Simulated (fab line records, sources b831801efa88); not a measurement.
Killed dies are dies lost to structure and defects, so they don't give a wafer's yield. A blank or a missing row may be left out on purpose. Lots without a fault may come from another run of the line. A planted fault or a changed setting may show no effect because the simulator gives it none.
A struck lot beside a sound one | flow sfq_line | 14 steps out of a route of 325
Sound: wafers L214.1, L214.2, L214.5. Struck: wafers L221.3, L221.5, L221.6. The cause comes at the end.
At each step with rows: each side's tool, then ch and its chambers, then its first start. Under that, the readings that differ: sound wafers | struck wafers | difference of the means | sigmas: that difference in standard deviations of wafers without a fault.
alike: readings whose means differ by less than 2 such deviations, and words and numbers that are the same on both sides. not compared: withheld readings, readings that some wafer has no value for, bounds like >300 that may hide the same value, and numbers for which the record gives no deviation and whose values overlap.
The two part at a step that has a row with sigmas, a row that says differs or no value, or rows on one side only. Numbers that don't overlap but have no deviation are shown without sigmas and don't part them. A reading that every wafer of one side lacks parts them only if that side has two wafers or more.

SFQ_TRILAYER_I6_DEP_PECVD_165: deposits SiO2 from SiH4/N2O, time 111.11 s, target thk 500 nm.
  sound on pecvd-04 ch 0,1, day 75 10:49; struck on pecvd-03 ch 0,1, day 81 05:19
  reading              | sound                | struck               | difference | sigmas
  susceptor_temp_C (C) | 150.00 149.99 149.60 | 150.15 150.15 150.25 | +0.32      | +2
  alike: heater_power_w, throttle_valve_pct
SFQ_TRILAYER_I6_CMP_CMP_166: polishes SiO2.
  sound on cmp-01 ch 2,3, day 75 10:54; struck on cmp-02 ch 0,1,2, day 81 07:28
  alike: motor_current_A, retaining_ring_pressure_frac, time_to_endpoint_s
SFQ_I6_BOW_MEAS_941:
  sound on film_metro-03, day 75 13:54; struck on film_metro-01, day 81 09:01
  alike: I6_BOW
SFQ_TRILAYER_I6_METRO_MEASURE_167:
  sound on film_metro-03, day 75 14:01; struck on film_metro-01, day 81 09:29
  alike: thk_nm
then, 6 steps without rows for these wafers: SFQ_TRILAYER_I6_VIA_LITHO_COAT_174 (resist thk 62 nm); SFQ_TRILAYER_I6_VIA_LITHO_COAT_169 (resist thk 650 nm); SFQ_TRILAYER_I6_VIA_LITHO_SOFTBAKE_173; SFQ_TRILAYER_I6_VIA_LITHO_EXPOSE_170 (exposes mask I6, target cd 700 nm); SFQ_TRILAYER_I6_VIA_LITHO_PEB_172 (peb time 60 s); SFQ_TRILAYER_I6_VIA_LITHO_DEVELOP_171 (time 60 s).
SFQ_I6_OVL_MEAS_942:
  sound on overlay-02, day 79 15:25; struck on overlay-02, day 81 12:33
  alike: I6_OVL
SFQ_TRILAYER_I6_VIA_BARC_OPEN_VIA_ETCH_235: etches BARC in O2, target depth 125 nm, time 43.26 s.
  sound on rie_diel-03 ch 0,2,3, day 79 15:27; struck on rie_diel-04 ch 0,1,2, day 81 12:34
  alike: drypump_motor_current_A, oes_product_au
  not compared: rf_hours_counter_h
SFQ_TRILAYER_I6_VIA_ETCH_VIA_ETCH_172: etches SiO2 in CHF3, stops on Nb, target depth 260 nm.
  sound on rie_diel-03 ch 0,2,3, day 79 15:29; struck on rie_diel-04 ch 0,1,2, day 81 12:37
  reading    | sound             | struck            | difference | sigmas
  bias_w (W) | 79.83 80.03 80.08 | 84.52 84.14 84.51 | +4.41      | +18
  alike: drypump_motor_current_A, oes_product_au
SFQ_TRILAYER_I6_VIA_STRIP_STRIP_173: strips in O2.
  sound on rie_metal-02 ch 0,1, day 79 15:37; struck on rie_metal-04 ch 0,1, day 81 12:56
  alike: drypump_motor_current_A, oes_product_au
  not compared: rf_hours_counter_h

WHERE THEY PART
First at SFQ_TRILAYER_I6_DEP_PECVD_165; last, within this record, at SFQ_TRILAYER_I6_VIA_ETCH_VIA_ETCH_172. Later steps at which nothing parts them and some readings are alike: SFQ_TRILAYER_I6_VIA_STRIP_STRIP_173.

WHY: what the simulator had put in
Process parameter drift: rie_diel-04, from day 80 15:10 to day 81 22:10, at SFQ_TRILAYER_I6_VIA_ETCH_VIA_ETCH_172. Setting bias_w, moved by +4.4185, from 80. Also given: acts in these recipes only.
